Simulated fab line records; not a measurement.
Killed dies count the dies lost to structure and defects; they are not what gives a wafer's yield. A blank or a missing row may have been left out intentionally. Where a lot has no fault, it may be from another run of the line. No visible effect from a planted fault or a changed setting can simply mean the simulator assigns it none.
Problem report in the 8D (eight disciplines) form, filled by code -- flow sky130 -- the parts of the form that need people (team, actions taken, sign-off) are left out

## 1. WHAT IS WRONG
Mean of chamberPressurePa at SKY_METAL2_SPUTTER_03: 0.2975 Pa across 6 wafers in 2 lots; on wafers with no fault it is 0.4000 Pa (standard deviation 0.00085). So: -99 or more standard deviations from the usual mean.
The step: material Ti, target thk 5 nm, time 3.3 s.
The first sign was on wafer L634.1 at day 37 13:01, on pvdSputter-04. The record has a number at this step for 18 wafers belonging to 6 lots. The rule behind "out" and "out of limits": a value lying over 4 standard deviations away from the usual mean. The rest of the wafers with a number are treated as sound.

## 2. WHAT IT IS AND WHAT IT IS NOT
question,is,is not
which readings at this step,chamberPressurePa,-
which lots,"L634, L635","L625, L626, L642, L644"
which wafers of those lots,all that have a number,-
read on which tools,pvdSputter-04,"pvdSputter-01, pvdSputter-03"
when,from day 37 13:01,"up to then (6 sound wafers); but 6 sound wafers of L642, L644 came after"

## 3. THE SUSPECTS, EACH WITH WHAT RULES IT OUT
Counting: a tool at any process step up to the reading remains a suspect when it ran all the lots that are out and ran no sound lot after the first of those.
- plasmaAsher-02 at SKY_VIA1_STRIP_16 (strips in O2/N2): ruled out as a lasting fault. Following L634 (day 37 11:40), the first lot on it that is out, the sound lots L642, L644 were run on it.
- pvdSputter-04 at SKY_METAL2_SPUTTER_02 (material AlCu, target thk 250 nm, time 13.3 s): kept. It ran every lot that is out, first L634 (day 37 12:59), and no sound lot after that; its last sound lot up to then is L625 (day 34 00:18).
- pvdSputter-04 at SKY_METAL2_SPUTTER_03 (material Ti, target thk 5 nm, time 3.3 s): kept. It ran every lot that is out, first L634 (day 37 13:01), and no sound lot after that; its last sound lot up to then is L625 (day 34 00:19). Its own readings are out on those wafers: chamberPressurePa.
The count leaves pvdSputter-04 at SKY_METAL2_SPUTTER_03 and pvdSputter-04 at SKY_METAL2_SPUTTER_02.

## 4. THE CAUSE (what the simulator had put in)
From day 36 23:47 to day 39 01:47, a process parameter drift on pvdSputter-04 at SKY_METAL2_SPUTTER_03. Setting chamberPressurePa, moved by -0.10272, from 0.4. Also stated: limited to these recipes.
Of the 2 suspects that counting leaves, this tool is one.

## 5. THE CHAIN OF EFFECTS, in route order
Rows list readings where the struck wafers' mean (over those with a number) sits beyond 3 standard deviations from the usual. Only readings whose record carries a usual standard deviation are examined. hours: median over the lots of the time between each lot's start at the first step of this table that gives one and its start at this step. sigmas: the change, counted in usual standard deviations.
hours,step,reading,usual,on struck wafers,change,sigmas
0,SKY_METAL2_SPUTTER_03,chamberPressurePa,0.4000 Pa,0.2975,-0.1025,-99 or more
0,SKY_METAL2_SPUTTER_03,throttleValvePct,29.8 %,34.8,+5.0,+5.0
The process steps in it:
- SKY_METAL2_SPUTTER_03: material Ti, target thk 5 nm, time 3.3 s.

## 6. WHAT WOULD HAVE CAUGHT IT SOONER
13 hours passed between the start of the fault at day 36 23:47 and the first reading out of limits in this record, taken at day 37 13:01.
